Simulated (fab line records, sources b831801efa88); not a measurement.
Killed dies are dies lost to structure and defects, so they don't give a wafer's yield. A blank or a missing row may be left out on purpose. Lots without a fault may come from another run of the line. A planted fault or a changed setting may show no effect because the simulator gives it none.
A struck lot beside a sound one | flow gf180mcu | 15 steps out of a route of 602
Sound: wafers L191.1, L191.5, L191.6. Struck: wafers L209.1, L209.5, L209.6. The cause comes at the end.
At each step with rows: each side's tool, then ch and its chambers, then its first start. Under that, the readings that differ: sound wafers | struck wafers | difference of the means | sigmas: that difference in standard deviations of wafers without a fault.
alike: readings whose means differ by less than 2 such deviations, and words and numbers that are the same on both sides. not compared: withheld readings, readings that some wafer has no value for, bounds like >300 that may hide the same value, and numbers for which the record gives no deviation and whose values overlap.
The two part at a step that has a row with sigmas, a row that says differs or no value, or rows on one side only. Numbers that don't overlap but have no deviation are shown without sigmas and don't part them. A reading that every wafer of one side lacks parts them only if that side has two wafers or more.

first, 1 step without rows for these wafers: GF_TOP_METAL_CLEAN_19 (cleans in DIW).
GF_PASSIVATION_CVD_00: deposits SiO2 from TEOS, target thk 1000 nm, time 111.95 s.
  sound on pecvd-01 ch 0,2, day 28 02:21; struck on pecvd-02 ch 1,2, day 33 14:20
  alike: heater_power_w, susceptor_temp_C
GF_PASSIVATION_THK_MEAS_01:
  sound on film_metro-03, day 28 02:26; struck on film_metro-04, day 33 14:25
  alike: PASSIVATION_CVD_00_THK
GF_PASSIVATION_CVD_02: deposits Si3N4, target thk 700 nm, time 486.18 s.
  sound on pecvd-02 ch 0,2, day 28 02:29; struck on pecvd-04 ch 0,1, day 33 14:28
  alike: heater_power_w, susceptor_temp_C
GF_PASSIVATION_THK_MEAS_03:
  sound on film_metro-01, day 28 02:47; struck on film_metro-03, day 33 14:46
  alike: PASSIVATION_CVD_02_THK
then, 7 steps without rows for these wafers: GF_PASSIVATION_DEHYDRATE_04 (time 60 s); GF_PASSIVATION_HMDS_05 (prime time 60 s); GF_PASSIVATION_COAT_06 (resist thk 4000 nm); GF_PASSIVATION_SOFTBAKE_07; GF_PASSIVATION_EXPOSE_08 (exposes mask Pad, target cd 40000 nm); GF_PASSIVATION_PEB_09; GF_PASSIVATION_DEVELOP_10 (develop time 60 s).
GF_PASSIVATION_ETCH_11: etches the open film in CF4/O2, stops on TiN, target depth 1800 nm, time 400 s.
  sound on rie_diel-04 ch 0,2,3, day 28 21:26; struck on rie_diel-03 ch 1,2,3, day 34 05:38
  reading                                       | sound             | struck            | difference | sigmas
  oes_product_au (a.u.)                         | 0.962 0.971 0.954 | 0.907 0.902 0.923 | -0.052     | -7
  rf_fwd_power_W (W)                            | 804.1 799.5 795.8 | 665.8 673.4 666.0 | -131.4     | -51
  model.coat_of_PASSIVATION_COAT_06.thk_nm (nm) | 2796 2791 2807    | 2994 2988 2957    | +182       |
  model.etch.depth_nm (nm)                      | 1686 1716 1684    | 1534 1532 1580    | -147       |
  model.PASSIVATION.feature_depth_nm (nm)       | 1686 1716 1684    | 1534 1532 1580    | -147       |
  alike: chamber_pressure_mTorr, drypump_motor_current_A, throttle_valve_pct
  not compared: rf_hours_counter_h
GF_PASSIVATION_STRIP_12: strips in O2/N2.
  sound on plasma_asher-04 ch 0,1, day 28 21:41; struck on plasma_asher-04 ch 0,1, day 34 05:53
  reading                      | sound             | struck            | difference | sigmas
  strip_time_to_endpoint_s (s) | 34.72 34.66 34.87 | 36.99 36.91 36.56 | +2.07      | +8
  alike: chamber_pressure_mTorr, drypump_motor_current_A, heater_power_w, o2_flow_sccm, oes_product_au
  not compared: rf_hours_counter_h
then, 1 step without rows for these wafers: GF_PASSIVATION_ANNEAL_13 (time 1800 s).

WHERE THEY PART
First at GF_PASSIVATION_ETCH_11; last, within this record, at GF_PASSIVATION_STRIP_12.

WHY: what the simulator had put in
Process parameter drift: rie_diel-03, from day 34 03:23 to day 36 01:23, at GF_PASSIVATION_ETCH_11. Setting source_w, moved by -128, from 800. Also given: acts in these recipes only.
